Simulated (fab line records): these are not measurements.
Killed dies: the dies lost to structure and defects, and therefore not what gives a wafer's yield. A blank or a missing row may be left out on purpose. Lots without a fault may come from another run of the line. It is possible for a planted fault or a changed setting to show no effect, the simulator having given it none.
A struck lot beside a sound one | flow gf180mcu | 16 steps out of a route of 602
Sound: wafers L779.3, L779.5, L779.6. Wafers L771.2, L771.4, L771.6 were the ones struck. The cause is named last.
Per side, at each step with rows, come the tool, then ch with its chambers, and then its first start. Under that, the readings that differ: sound wafers | struck wafers | difference of the means | sigmas: that difference in standard deviations of wafers without a fault.
alike: readings whose means differ by less than 2 such deviations, and words and numbers that are the same on both sides. not compared: withheld readings, readings that some wafer has no value for, bounds like >300 that may hide the same value, and numbers for which the record gives no deviation and whose values overlap.
The two part at a step that has a row with sigmas, a row that says differs or no value, or rows on one side only. When numbers do not overlap yet have no deviation, they are printed without sigmas and do not part them. A reading that every wafer of one side lacks parts them only if that side has two wafers or more.

GF_V4_CMP_04: polishes SiO2.
  sound on cmp-01 ch 0,2,3, day 29 10:09; struck on cmp-01 ch 0,1,2, day 26 23:15
  alike: head_pressure_psi, motor_current_A, time_to_endpoint_s
GF_V4_BOW_MEAS_05:
  sound: film_metro-02 at day 29 10:23; struck: film_metro-01 at day 26 23:28
  alike: V4_BOW
then, 8 steps without rows for these wafers: GF_V4_DEHYDRATE_06 (time 60 s); GF_V4_HMDS_07 (prime time 60 s); GF_V4_COAT_08; GF_V4_COAT_09 (resist thk 1000 nm); GF_V4_SOFTBAKE_10 (time 60 s); GF_V4_EXPOSE_11 (exposes mask Via4, target cd 260 nm); GF_V4_PEB_12 (peb time 90 s); GF_V4_DEVELOP_13 (develop time 60 s).
GF_V4_CD_MEAS_14 targets a cd of 260 nm.
  sound: cd_sem-02 at day 30 04:35; struck: cd_sem-01 at day 27 19:37
  alike: cd_nm
GF_V4_OVL_MEAS_15:
  sound: overlay-01 at day 30 04:40; struck: overlay-02 at day 27 19:43
  alike: V4_OVL
GF_V4_ETCH_16: etches BARC in N2/H2.
  sound on rie_diel-02 ch 0,1,2, day 30 04:41; struck on rie_diel-02 ch 1,3, day 27 19:44
  no value came back on the struck wafers for any of 6 readings (bias_w (W), chamber_pressure_mTorr (mTorr) and others); on the sound wafers bias_w (W) reads 100.19 99.93 99.85
GF_V4_ETCH_17: etches SiO2 in C4F8/O2/Ar, stops on TiN, target depth 630 nm.
  sound: rie_diel-02 ch 0,1,2; struck: rie_diel-02 ch 1,3
  reading               | sound             | struck            | difference | sigmas
  oes_product_au (a.u.) | 0.854 0.857 0.863 | 0.377 0.377 0.370 | -0.483     | -99 or more
  alike: bias_w, chamber_pressure_mTorr, rf_fwd_power_W
GF_V4_STRIP_18: strips in O2/N2.
  sound on plasma_asher-02 ch 0,1, day 30 04:52; struck on plasma_asher-04 ch 0, day 27 19:52
  reading                     | sound             | struck            | difference | sigmas
  drypump_motor_current_A (A) | 6.3 6.0 6.3       | 4.9 5.0 5.0       | -1.2       | -2
  heater_power_w (W)          | 299 329 292       | 349 344 353       | +42        | +3
  oes_product_au (a.u.)       | 0.600 0.591 0.586 | 0.607 0.605 0.613 | +0.016     | +3
  not compared: rf_hours_counter_h
then, 1 step without rows for these wafers: GF_V4_STRIP_19 (strips in post etch residue remover, time 1200 s).

## WHERE THEY PART
First at GF_V4_ETCH_16; last, within this record, at GF_V4_STRIP_18.

WHY: what had been put in by the simulator
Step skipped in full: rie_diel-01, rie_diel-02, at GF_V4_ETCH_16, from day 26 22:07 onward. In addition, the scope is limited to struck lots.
